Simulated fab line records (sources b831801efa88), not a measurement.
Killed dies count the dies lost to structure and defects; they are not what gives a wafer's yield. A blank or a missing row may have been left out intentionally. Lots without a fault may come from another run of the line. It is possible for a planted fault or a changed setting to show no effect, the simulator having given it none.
Comparing a struck lot with a sound one :: flow gf180mcu :: 14 steps out of a route of 602
Sound: these wafers, L789.1, L789.3, L789.6. Struck: wafers L800.2, L800.3, L800.4. The cause is given at the end.
Per side, at each step with rows, come the tool, then ch with its chambers, and then its first start. Under that, the readings that differ: sound wafers :: struck wafers :: difference of the means :: sigmas: that difference in standard deviations of wafers without a fault.
alike: readings with means less than 2 such deviations apart, plus words and numbers identical on both sides. not compared: withheld readings, readings lacking a value on some wafer, bounds such as >300 that could conceal the same value, and numbers that have no deviation in the record and whose values overlap.
The two part at a step that has a row with sigmas, a row that says differs or no value, or rows on one side only. When numbers do not overlap yet have no deviation, they are printed without sigmas and do not part them. A reading missing from all wafers of one side parts the sides only when that side holds two or more wafers.

first, 3 steps without rows for these wafers: GF_MIM_EXPOSE_16 (exposes mask FuseTop, target cd 2000 nm); GF_MIM_PEB_17; GF_MIM_DEVELOP_18 (develop time 60 s).
GF_MIM_METAL_ETCH_19: etches the open film in Cl2/BCl3, stops on Si3N4, target depth 324.5 nm, time 54.1 s.
  sound on rie_metal-03 ch 0,1, day 27 01:42; struck on rie_metal-02 ch 0,1, day 30 03:18
  alike: drypump_motor_current_A, oes_product_au, throttle_valve_pct
  not compared: rf_hours_counter_h
GF_MIM_STRIP_20: strips in O2/N2.
  sound on plasma_asher-03 ch 0,1, day 27 01:46; struck on plasma_asher-02 ch 0,1, day 30 03:22
reading: heater_power_w (W)
sound: 240 274 241
struck: 361 349 367
difference: +107
sigmas: +2
  alike: drypump_motor_current_A, oes_product_au, strip_time_to_endpoint_s
  not compared: rf_hours_counter_h
then, 7 steps without rows for these wafers: GF_MIM_STRIP_21 (strips in post etch residue remover, time 1200 s); GF_MIM_CLEAN_22 (cleans in DIW); GF_M5_DEHYDRATE_00 (time 60 s); GF_M5_HMDS_01 (prime time 60 s); GF_M5_COAT_02 (resist thk 1000 nm); GF_M5_SOFTBAKE_03 (time 60 s); GF_M5_EXPOSE_04 (exposes mask Metal5, target cd 280 nm).
GF_M5_PEB_05: peb time 90 s.
  sound on litho_track-01 ch 0, day 27 21:17; struck on litho_track-04, day 30 21:18
  no value came back on the struck wafers for chill_plate_temp_C (C), exhaust_pa (Pa), heater_power_total_W (W); on the sound wafers chill_plate_temp_C (C) reads 23.10 23.03 23.05
then, 1 step without rows for these wafers: GF_M5_DEVELOP_06 (develop time 60 s).

WHERE THEY PART
At GF_MIM_STRIP_20 first; at GF_M5_PEB_05 last (within this record only).

WHY: what the simulator had put in
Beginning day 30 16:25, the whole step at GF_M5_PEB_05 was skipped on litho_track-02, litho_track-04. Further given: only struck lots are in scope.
